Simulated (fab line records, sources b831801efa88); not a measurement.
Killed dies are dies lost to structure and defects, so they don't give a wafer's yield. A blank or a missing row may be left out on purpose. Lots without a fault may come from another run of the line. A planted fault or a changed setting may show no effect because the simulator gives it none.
Which tool did it? | flow gf180mcu | 6 lots, 18 wafers sampled, at 3 steps of a route of 602

WHAT THE GAUGES READ, wafer by wafer
GF_CONTACT_RS_MEAS_25: measures by four-point-probe.
lot  | measured     | on            | CONTACT_W_RS (ohm/sq)
L363 | day 17 23:54 | film_metro-01 | 0.380 0.383 0.381
L365 | day 18 17:07 | film_metro-04 | 0.379 0.389 0.385
L368 | day 20 01:40 | film_metro-04 | 0.383 0.386 0.389
L372 | day 21 06:14 | film_metro-03 | 0.375 0.372 0.369
L378 | day 23 08:43 | film_metro-01 | 0.386 0.377 0.382
L381 | day 24 08:43 | film_metro-03 | 0.380 0.378 0.376

WHICH TOOL RAN EACH LOT (tool, then ch and the chambers of the sampled wafers, then the start)
lot  | GF_CONTACT_CMP_04             | GF_CONTACT_CVD_24
L363 | cmp-01 ch 1,2,3, day 16 23:11 | cvd_w-01 ch 0,1, day 17 23:47
L365 | cmp-01 ch 0,2,3, day 17 16:20 | cvd_w-02 ch 0,1, day 18 17:00
L368 | cmp-02 ch 1,3, day 18 23:49   | cvd_w-02 ch 0,1, day 20 01:34
L372 | cmp-02 ch 1,2, day 20 04:43   | cvd_w-02 ch 0,1, day 21 06:08
L378 | cmp-02 ch 1,2, day 22 09:01   | cvd_w-01 ch 0,1, day 23 08:37
L381 | cmp-02 ch 0,1,3, day 23 09:22 | cvd_w-02 ch 0,1, day 24 08:37
- GF_CONTACT_CMP_04: polishes SiO2.
- GF_CONTACT_CVD_24: deposits W, target thk 300 nm, time 90.339 s.

THE ANSWER, worked out from the rows above alone
Rule: what is usual is taken from the lots themselves. Put in order of their means at a reading, lots are off if they are a third of the lots or fewer, leave a main group of 4 or more, and stand apart from it by a gap of 3 or more times the standard deviation of the main group's means; of several such gaps the widest counts. A main group whose means are all the same, to the digits that the tables above print for the reading, isn't used. A lot without any number at a reading at which 4 lots or more have one is off too. The other lots that the step has rows for count as sound.
No lot is off at any reading shown: from this, nothing can be told.

WHAT THE SIMULATOR HAD PUT IN
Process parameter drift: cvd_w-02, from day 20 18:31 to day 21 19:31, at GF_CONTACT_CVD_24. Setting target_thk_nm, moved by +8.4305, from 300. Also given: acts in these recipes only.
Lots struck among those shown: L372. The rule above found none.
